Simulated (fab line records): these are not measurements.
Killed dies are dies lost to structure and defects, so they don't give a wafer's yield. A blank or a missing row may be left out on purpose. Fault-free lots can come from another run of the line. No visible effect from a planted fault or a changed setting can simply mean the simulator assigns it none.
Which tool is to blame? | flow sky130 | 12 lots with 36 wafers sampled at 5 steps, on a route of 708 steps

## WHAT THE GAUGES SHOWED, per wafer
SKY_VIA3_OVL_MEAS_13.
lot  | measured     | on         | VIA3_OVL (nm)
L720 | day 39 16:26 | overlay-02 | -6 2 -5
L723 | day 40 23:57 | overlay-02 | -2 -1 -1
L724 | day 41 06:14 | overlay-01 | -8 -10 -12
L725 | day 41 17:33 | overlay-01 | 5 3 5
L727 | day 42 07:12 | overlay-01 | -7 3 0
L728 | day 42 10:31 | overlay-02 | 3 6 7
L729 | day 42 16:15 | overlay-01 | -3 -7 -10
L730 | day 43 07:43 | overlay-02 | 8 3 9
L738 | day 45 01:57 | overlay-02 | -1 -1 -1
L740 | day 45 10:00 | overlay-01 | 4 1 0
L741 | day 45 18:12 | overlay-01 | 3 5 2
L742 | day 45 23:15 | overlay-01 | -3 0 -5

SKY_VIA3_THK_MEAS_23: measures by xrf.
lot  | measured     | on            | VIA3_W_THK (nm)
L720 | day 39 17:29 | film_metro-03 | 396 394 396
L723 | day 41 01:03 | film_metro-03 | 384 389 386
L724 | day 41 07:17 | film_metro-03 | 388 385 385
L725 | day 41 18:39 | film_metro-04 | 396 397 398
L727 | day 42 08:16 | film_metro-03 | 388 388 382
L728 | day 42 11:33 | film_metro-04 | 389 390 393
L729 | day 42 17:17 | film_metro-01 | 386 384 377
L730 | day 43 08:49 | film_metro-01 | 393 388 390
L738 | day 45 02:59 | film_metro-04 | 390 395 390
L740 | day 45 11:03 | film_metro-04 | 384 393 390
L741 | day 45 19:22 | film_metro-03 | 397 395 403
L742 | day 46 00:17 | film_metro-03 | 396 391 399

## WHICH TOOL RAN EACH LOT (tool, then ch and the chambers of the sampled wafers, then the start)
lot  | SKY_POLY_GATE_IMPLANT_02        | SKY_RES_PROTECT_STRIP_07             | SKY_METAL3_DESCUM_15
L720 | implanter-03 ch 0, day 15 04:51 | plasma_asher-03 ch 0,1, day 15 04:59 | rie_metal-03 ch 0,1, day 38 15:38
L723 | implanter-01 ch 0, day 16 16:37 | plasma_asher-04 ch 1, day 16 16:46   | rie_metal-04 ch 0,1, day 39 22:05
L724 | implanter-02 ch 0, day 16 20:48 | plasma_asher-04 ch 0,1, day 16 20:56 | rie_metal-03 ch 0, day 40 04:11
L725 | implanter-03 ch 0, day 17 10:26 | plasma_asher-04 ch 0,1, day 17 10:34 | rie_metal-01 ch 0,1, day 40 14:53
L727 | implanter-02 ch 0, day 18 02:07 | plasma_asher-02 ch 0,1, day 18 02:16 | rie_metal-04 ch 0, day 41 06:05
L728 | implanter-01 ch 0, day 18 08:23 | plasma_asher-03 ch 0,1, day 18 08:30 | rie_metal-03 ch 0,1, day 41 08:48
L729 | implanter-02 ch 0, day 18 17:59 | plasma_asher-02 ch 0,1, day 18 18:07 | rie_metal-01 ch 0,1, day 41 15:23
L730 | implanter-02 ch 0, day 19 05:31 | plasma_asher-03 ch 0,1, day 19 05:39 | rie_metal-04 ch 0,1, day 42 06:38
L738 | implanter-03 ch 0, day 22 02:27 | plasma_asher-02 ch 0,1, day 22 02:35 | rie_metal-01 ch 0,1, day 44 02:25
L740 | implanter-02 ch 0, day 22 12:23 | plasma_asher-02 ch 0,1, day 22 12:31 | rie_metal-03 ch 0,1, day 44 10:36
L741 | implanter-02 ch 0, day 23 01:59 | plasma_asher-03 ch 0,1, day 23 02:07 | rie_metal-03 ch 0,1, day 44 18:56
L742 | implanter-02 ch 0, day 23 07:35 | plasma_asher-03 ch 0,1, day 23 07:44 | rie_metal-04 ch 0,1, day 44 23:32
- SKY_POLY_GATE_IMPLANT_02
- SKY_RES_PROTECT_STRIP_07: strips in O2/N2.
- SKY_METAL3_DESCUM_15: chemistry O2, time 8 s.

## WHAT THE TOOLS THEMSELVES READ (means of the sampled wafers that have a number; where no wafer has one, the mark that the record gives instead)
SKY_POLY_GATE_IMPLANT_02.
lot  | tool         | end_station_pressure_torr (Torr)
L720 | implanter-03 | 9.37e-06
L723 | implanter-01 | 9.93e-06
L724 | implanter-02 | 1.30e-05
L725 | implanter-03 | 9.63e-06
L727 | implanter-02 | 1.33e-05
L728 | implanter-01 | 1.07e-05
L729 | implanter-02 | 5.50e-05
L730 | implanter-02 | 5.79e-05
L738 | implanter-03 | 9.90e-06
L740 | implanter-02 | 1.35e-05
L741 | implanter-02 | 1.29e-05
L742 | implanter-02 | 1.36e-05

SKY_RES_PROTECT_STRIP_07.
lot  | tool            | drypump_motor_current_A (A) | oes_product_au (a.u.) | strip_time_to_endpoint_s (s)
L720 | plasma_asher-03 | 5.7                         | 0.517                 | 23.30
L723 | plasma_asher-04 | 5.8                         | 0.517                 | 23.29
L724 | plasma_asher-04 | 5.7                         | 0.519                 | 23.37
L725 | plasma_asher-04 | 5.7                         | 0.516                 | 23.29
L727 | plasma_asher-02 | 6.0                         | 0.520                 | 23.31
L728 | plasma_asher-03 | 6.0                         | 0.515                 | 23.27
L729 | plasma_asher-02 | 6.2                         | 0.511                 | 23.96
L730 | plasma_asher-03 | 5.7                         | 0.510                 | 23.91
L738 | plasma_asher-02 | 6.2                         | 0.520                 | 23.38
L740 | plasma_asher-02 | 6.2                         | 0.519                 | 23.32
L741 | plasma_asher-03 | 5.7                         | 0.517                 | 23.33
L742 | plasma_asher-03 | 5.7                         | 0.517                 | 23.24

SKY_METAL3_DESCUM_15.
lot  | tool         | drypump_motor_current_A (A) | oes_product_au (a.u.) | rf_fwd_power_W (W)
L720 | rie_metal-03 | 5.4                         | 0.999                 | 147.3
L723 | rie_metal-04 | 5.7                         | 0.985                 | 148.1
L724 | rie_metal-03 | 5.6                         | 1.001                 | 147.7
L725 | rie_metal-01 | 6.1                         | 1.012                 | 146.6
L727 | rie_metal-04 | 5.7                         | 1.002                 | 148.0
L728 | rie_metal-03 | 5.4                         | 1.003                 | 147.5
L729 | rie_metal-01 | 5.9                         | 1.015                 | 146.3
L730 | rie_metal-04 | 5.6                         | 1.002                 | 147.6
L738 | rie_metal-01 | 5.9                         | 1.011                 | 146.7
L740 | rie_metal-03 | 5.2                         | 1.005                 | 146.7
L741 | rie_metal-03 | 5.4                         | 0.999                 | 147.2
L742 | rie_metal-04 | 5.6                         | 0.996                 | 147.9

## THE ANSWER, worked out from the rows above alone
Rule: usual is defined by the lots themselves. The widest of any qualifying gaps counts: lots, ordered by their means at a reading, are off when they make up no more than a third of the lots, leave a main group of 4 or more, and stand apart from it by 3 or more times the standard deviation of that group's means. A main group whose means are all the same, to the digits that the tables above print for the reading, isn't used. A lot without any number at a reading at which 4 lots or more have one is off too. Any other lot the step has rows for is counted as sound. After the gauges, taken in route order, come the tools' own readings; for these a lot's mean is taken, as printed above. The first step at which some lot is off is used, and at that step the reading that is off furthest; a lot without a number counts as furthest.
Off, at SKY_POLY_GATE_IMPLANT_02 on end_station_pressure_torr: L729, L730. Mean 1.16e-05 Torr and standard deviation 1.7e-06 in the main group.
If a tool, at that step or one of the process steps before it, ran each lot that is off and ran no sound lot following the first of them, it fits. No candidate that was tried fits.

## WHAT THE SIMULATOR HAD INSERTED
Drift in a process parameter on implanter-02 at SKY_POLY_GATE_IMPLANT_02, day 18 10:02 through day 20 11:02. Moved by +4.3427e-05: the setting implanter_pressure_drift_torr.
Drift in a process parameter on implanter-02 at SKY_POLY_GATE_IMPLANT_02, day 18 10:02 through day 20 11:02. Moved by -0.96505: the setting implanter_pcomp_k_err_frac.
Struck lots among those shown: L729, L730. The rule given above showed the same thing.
